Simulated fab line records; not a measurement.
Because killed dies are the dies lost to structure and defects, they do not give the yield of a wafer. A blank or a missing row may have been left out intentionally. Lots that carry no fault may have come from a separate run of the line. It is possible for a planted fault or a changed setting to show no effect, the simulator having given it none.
A struck lot beside a sound one ; flow sky130 ; 26 out of 708 route steps
Sound: these wafers, L768.2, L768.4, L768.6. Struck: wafers L777.4, L777.6 (left out: L777.5, a lot-mate that was not struck); the cause follows at the end.
Per side, at each step with rows, come the tool, then ch with its chambers, and then its first start. Under that, the readings that differ: sound wafers ; struck wafers ; difference of the means ; sigmas: that difference in standard deviations of wafers without a fault.
alike: same words and numbers on both sides, and readings whose means sit less than 2 such deviations apart. not compared: any withheld reading, any reading some wafer has no value for, any bound like >300 that may hide the same value, and any number with overlapping values for which the record gives no deviation.
Wherever a step has rows on one side only, a row that says differs or no value, or a row with sigmas, the two part there. Numbers that don't overlap but have no deviation are shown without sigmas and don't part them. A reading that every wafer of one side lacks parts them only if that side has two wafers or more.

first, 6 steps without rows for these wafers: SKY_SD_N_IMPLANT_10; SKY_SD_N_STRIP_11 (strips in O2/N2); SKY_SD_N_CLEAN_13 (cleans in SC1/SC2, time 150 s); SKY_SD_N_RTA_14 (time 2 s); SKY_SALICIDE_CLEAN_00 (cleans in HF-last, time 30 s); SKY_LI_CONTACT_HDPCVD_00 (deposits PSG, target thk 930 nm, time 155 s).
SKY_LI_CONTACT_CMP_02: polishes PSG.
  sound on cmp-02 ch 1,3, day 28 15:34; struck on cmp-02 ch 0, day 31 11:31
reading;sound;struck;difference;sigmas
time-to-endpoint-s (s);30.7 36.5 31.1;43.4 46.2;+12.0;+4
model.PSG_of_LI_CONTACT_HDPCVD_00.thk-nm (nm);596.6 598.1 596.6;717.3 724.2;+123.6;
  alike: motor-current-A
SKY_LI_CONTACT_BOW_MEAS_03:
  struck on film-metro-03, day 31 12:07; sound on film-metro-03, day 28 15:50
reading;sound;struck;difference;sigmas
LI_CONTACT_BOW (um);63 53 58;- -;no value on the struck wafers;
  not compared: hold
then, 8 steps without rows for these wafers: SKY_LI_CONTACT_HMDS_05 (prime time 60 s); SKY_LI_CONTACT_COAT_06 (resist thk 60 nm); SKY_LI_CONTACT_COAT_07 (resist thk 450 nm); SKY_LI_CONTACT_SOFTBAKE_08 (time 90 s); SKY_LI_CONTACT_EXPOSE_09 (exposes mask LICM1, target cd 170 nm); SKY_LI_CONTACT_PEB_10; SKY_LI_CONTACT_DEVELOP_11 (develop time 60 s); SKY_LI_CONTACT_ETCH_14 (etches BARC in N2/H2, stops on SiO2, time 45.9 s, target depth 60 nm).
SKY_LI_CONTACT_ETCH_15: etches PSG in C4F8/O2/Ar, stops on Si, target depth 600 nm.
  sound on rie-diel-01 ch 0,2,3, day 29 19:41; struck on rie-diel-03 ch 1,3, day 32 15:20
reading;sound;struck;difference;sigmas
oes-product-au (a.u.);0.838 0.840 0.841;0.930 0.934;+0.092;+17
model.LI_CONTACT.feature-depth-nm (nm);596.6 598.1 596.6;717.3 724.2;+123.6;
model.etch.depth-nm (nm);596.6 598.1 596.6;717.3 724.2;+123.6;
then, 6 steps without rows for these wafers: SKY_LI_CONTACT_STRIP_16 (strips in O2/N2); SKY_LI_CONTACT_CLEAN_17 (cleans in NMP, time 600 s); SKY_LI_CONTACT_PRE_CLEAN_18 (time 5.6 s); SKY_LI_CONTACT_SPUTTER_19 (material Ti, target thk 20 nm, time 106.37 s); SKY_LI_CONTACT_SPUTTER_20 (material TiN, target thk 20 nm, time 80 s); SKY_LI_CONTACT_CVD_21 (deposits W, target thk 400 nm, time 120.56 s).
SKY_LI_CONTACT_CMP_24: polishes, stops on PSG, t overpolish 20 s, target thk 0 nm.
  sound on cmp-02 ch 0,1, day 29 20:31; struck on cmp-02 ch 0,1, day 32 16:13
reading;sound;struck;difference;sigmas
model.PSG_of_LI_CONTACT_HDPCVD_00.thk-nm (nm);587.2 588.6 587.1;707.9 714.7;+123.7;
  alike: motor-current-A
then, 1 step without rows for these wafers: SKY_LOCAL_INTERCONNECT_SPUTTER_00 (material TiN, target thk 100 nm, time 83.3 s).
-- a jump in the record: the struck wafers' starts before and after are 16 days apart (it breaks off in module LOCAL_INTERCONNECT and resumes in module PAD_OPEN, where the first step shown is number 708 of the route) --
SKY_PAD_OPEN_PROBE_99:
  struck on prober-02, day 48 08:26; sound on prober-01, day 46 10:03
reading;sound;struck;difference;sigmas
model.etest.licon-pdiff.rc-ohm;587.1 585.5 616.4;666.5 675;+74.4;
model.etest.nfet-g5v0d10v5.r-on-ohm-um;1869 1876 1858;1973 1955;+96;
model.etest.nfet_01v8.r-on-ohm-um;840.7 845 840.5;865.5 846.8;+14.1;
model.etest.licon-ndiff.rc-ohm;191.2 189.1 191.7;207.7 213.4;+19.9;
model.etest.licon-high-po.rc-ohm;364.1 360.7 352.5;386.7 382.6;+25.5;
model.etest.sonos-uncharged.r-on-ohm-um;799.5 805 797.9;847.4 827.4;+36.6;
model.etest.cap-li-to-poly.c-af-um2;97.94 94.64 100.5;73.86 72.93;-24.30;
model.etest.licon-poly.rc-ohm;152.6 152.9 157.2;178.7 175.6;+22.9;
  alike: killed_at_M0_to_M3, killed_at_M4_up, killed-at-contacts, killed-at-front-end, killed-at-other, killed-dies, killed-open, killed-short

## WHERE THEY PART
First at SKY_LI_CONTACT_CMP_02; last, within this record, at SKY_LI_CONTACT_ETCH_15. Later steps at which nothing parts them and some readings are alike: SKY_LI_CONTACT_CMP_24, SKY_PAD_OPEN_PROBE_99.

WHY: the cause the simulator had injected
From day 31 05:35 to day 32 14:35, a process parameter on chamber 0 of cmp-02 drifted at SKY_LI_CONTACT_CMP_02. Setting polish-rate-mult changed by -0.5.
